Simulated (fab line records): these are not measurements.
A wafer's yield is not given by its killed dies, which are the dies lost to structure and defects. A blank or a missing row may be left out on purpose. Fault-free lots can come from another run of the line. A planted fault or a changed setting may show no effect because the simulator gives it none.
Which tool did it? -- flow gf180mcu -- 72 wafers from 24 lots sampled at 3 of the route's 602 steps

WHAT THE GAUGES READ, wafer by wafer
GF_V2_CD_MEAS_14: target cd 260 nm.
lot,measured,on,cd_nm (nm)
L074,day 20 09:31,cd_sem-01,258.2 258.5 257.8
L075,day 20 17:14,cd_sem-01,257.8 258.7 257.7
L076,day 21 04:04,cd_sem-02,257.2 257.6 257.0
L077,day 21 16:28,cd_sem-01,260.9 260.9 260.1
L078,day 21 22:03,cd_sem-02,259.1 260.0 259.3
L079,day 22 11:56,cd_sem-02,258.6 259.7 259.8
L080,day 22 20:50,cd_sem-02,257.3 257.6 258.5
L081,day 23 03:35,cd_sem-02,260.2 259.5 258.2
L082,day 23 09:16,cd_sem-02,259.1 260.4 259.9
L083,day 23 19:59,cd_sem-01,259.9 261.4 261.0
L084,day 24 05:10,cd_sem-01,263.2 262.0 260.7
L085,day 24 10:52,cd_sem-02,258.7 259.7 258.2
L086,day 24 10:58,cd_sem-01,259.9 260.8 261.2
L087,day 25 02:43,cd_sem-02,260.3 259.4 259.3
L088,day 25 07:22,cd_sem-01,261.1 260.6 261.4
L089,day 25 16:34,cd_sem-01,259.0 259.7 257.8
L090,day 25 22:05,cd_sem-02,260.3 260.2 260.5
L091,day 26 06:04,cd_sem-02,260.3 260.5 261.7
L092,day 26 14:02,cd_sem-02,259.8 261.1 259.9
L093,day 26 21:07,cd_sem-02,263.0 260.5 260.8
L094,day 27 02:20,cd_sem-01,261.5 261.2 261.2
L095,day 27 08:59,cd_sem-01,259.3 259.5 258.6
L096,day 27 20:05,cd_sem-02,260.4 260.4 259.0
L097,day 27 21:23,cd_sem-02,260.2 259.1 259.3

WHAT TOOL EACH LOT RAN ON (gives the tool, then ch and the chambers of the sampled wafers, and finally the start)
lot,GF_V1_CMP_26,GF_M2_SPUTTER_01
L074,"cmp-01 ch 2,3, day 18 07:32","pvd_sputter-04, day 18 07:53"
L075,"cmp-02 ch 0,3, day 18 14:47","pvd_sputter-01, day 18 15:11"
L076,"cmp-02 ch 0,1,2, day 19 01:59","pvd_sputter-04, day 19 02:20"
L077,"cmp-01 ch 0,1, day 19 14:37","pvd_sputter-01, day 19 15:01"
L078,"cmp-02 ch 0,1,3, day 19 19:44","pvd_sputter-01, day 19 20:08"
L079,"cmp-01 ch 1,2, day 20 10:36","pvd_sputter-01, day 20 10:57"
L080,"cmp-02 ch 1,2,3, day 20 20:02","pvd_sputter-04, day 20 20:23"
L081,"cmp-02 ch 2,3, day 21 03:22","pvd_sputter-04, day 21 03:43"
L082,"cmp-02 ch 1,2,3, day 21 08:21","pvd_sputter-04, day 21 08:39"
L083,"cmp-01 ch 0,1,3, day 21 19:44","pvd_sputter-02, day 21 19:59"
L084,"cmp-02 ch 2,3, day 22 05:07","pvd_sputter-01, day 22 05:32"
L085,"cmp-02 ch 0,1,3, day 22 11:30","pvd_sputter-02, day 22 11:48"
L086,"cmp-01 ch 1,2,3, day 22 12:11","pvd_sputter-04, day 22 12:29"
L087,"cmp-02 ch 0,2,3, day 23 04:32","pvd_sputter-01, day 23 04:50"
L088,"cmp-01 ch 0,1,3, day 23 09:44","pvd_sputter-02, day 23 10:08"
L089,"cmp-02 ch 2,3, day 23 20:14","pvd_sputter-04, day 23 20:38"
L090,"cmp-01 ch 0,2,3, day 24 00:01","pvd_sputter-02, day 24 00:22"
L091,"cmp-02 ch 0,1,2, day 24 08:52","pvd_sputter-02, day 24 09:16"
L092,"cmp-01 ch 0,1,2, day 24 17:23","pvd_sputter-01, day 24 17:47"
L093,"cmp-01 ch 0,1,2, day 25 01:37","pvd_sputter-02, day 25 02:01"
L094,"cmp-02 ch 0,1,2, day 25 07:13","pvd_sputter-02, day 25 07:28"
L095,"cmp-01 ch 1,2, day 25 13:23","pvd_sputter-02, day 25 13:47"
L096,"cmp-02 ch 0,2,3, day 26 01:29","pvd_sputter-04, day 26 01:50"
L097,"cmp-01 ch 1,2, day 26 02:03","pvd_sputter-02, day 26 02:24"
- GF_V1_CMP_26: polishes, stops on SiO2, t overpolish 15 s, target thk 0 nm.
- GF_M2_SPUTTER_01: material TiN, target thk 30 nm, time 25 s.

AS READ BY THE TOOLS THEMSELVES (means over the sampled wafers that have a number; for cases with no such wafer, the mark the record gives instead)
GF_V1_CMP_26.
lot,tool,motor_current_A (A),overpolish_run_s (s),time_to_endpoint_s (s)
L074,cmp-01,10.7,14.992,88
L075,cmp-02,10.6,14.997,93
L076,cmp-02,12.1,15.007,88
L077,cmp-01,10.7,14.995,79
L078,cmp-02,11.1,14.998,87
L079,cmp-01,11.4,14.996,88
L080,cmp-02,11.1,14.989,88
L081,cmp-02,10.5,14.987,84
L082,cmp-02,11.1,14.998,85
L083,cmp-01,10.1,14.996,85
L084,cmp-02,10.6,14.999,83
L085,cmp-02,11.0,14.999,85
L086,cmp-01,10.8,15.009,87
L087,cmp-02,10.5,14.992,87
L088,cmp-01,10.1,14.997,79
L089,cmp-02,10.8,14.997,84
L090,cmp-01,9.8,15.005,86
L091,cmp-02,12.1,15.001,85
L092,cmp-01,11.0,15.001,81
L093,cmp-01,10.7,15.001,83
L094,cmp-02,11.8,15.002,84
L095,cmp-01,11.8,15.009,85
L096,cmp-02,10.7,14.991,79
L097,cmp-01,11.6,14.998,87

GF_M2_SPUTTER_01.
lot,tool,throttle_valve_pct (%)
L074,pvd_sputter-04,29.7
L075,pvd_sputter-01,30.0
L076,pvd_sputter-04,30.4
L077,pvd_sputter-01,30.0
L078,pvd_sputter-01,29.5
L079,pvd_sputter-01,30.3
L080,pvd_sputter-04,30.4
L081,pvd_sputter-04,30.9
L082,pvd_sputter-04,29.3
L083,pvd_sputter-02,30.2
L084,pvd_sputter-01,30.0
L085,pvd_sputter-02,30.0
L086,pvd_sputter-04,30.8
L087,pvd_sputter-01,30.3
L088,pvd_sputter-02,30.1
L089,pvd_sputter-04,28.9
L090,pvd_sputter-02,30.0
L091,pvd_sputter-02,29.0
L092,pvd_sputter-01,29.8
L093,pvd_sputter-02,29.8
L094,pvd_sputter-02,29.2
L095,pvd_sputter-02,29.1
L096,pvd_sputter-04,29.0
L097,pvd_sputter-02,30.6

THE ANSWER, worked out from the rows above alone
Rule: usual is defined by the lots themselves. Put in order of their means at a reading, lots are off if they are a third of the lots or fewer, leave a main group of 4 or more, and stand apart from it by a gap of 3 or more times the standard deviation of the main group's means; of several such gaps the widest counts. If all means in a main group match to the digits the tables above print for the reading, that group is not used. Also off: a lot with no number at a reading for which 4 or more lots have one. The other lots that the step has rows for count as sound. Order of review: gauges by route order, followed by the tools' own readings, for which a lot's mean as printed above is used. The first step at which some lot is off is used, and at that step the reading that is off furthest; a lot without a number counts as furthest.
No lot is off at any reading shown: from this, nothing can be told.

WHAT HAD BEEN PUT IN BY THE SIMULATOR
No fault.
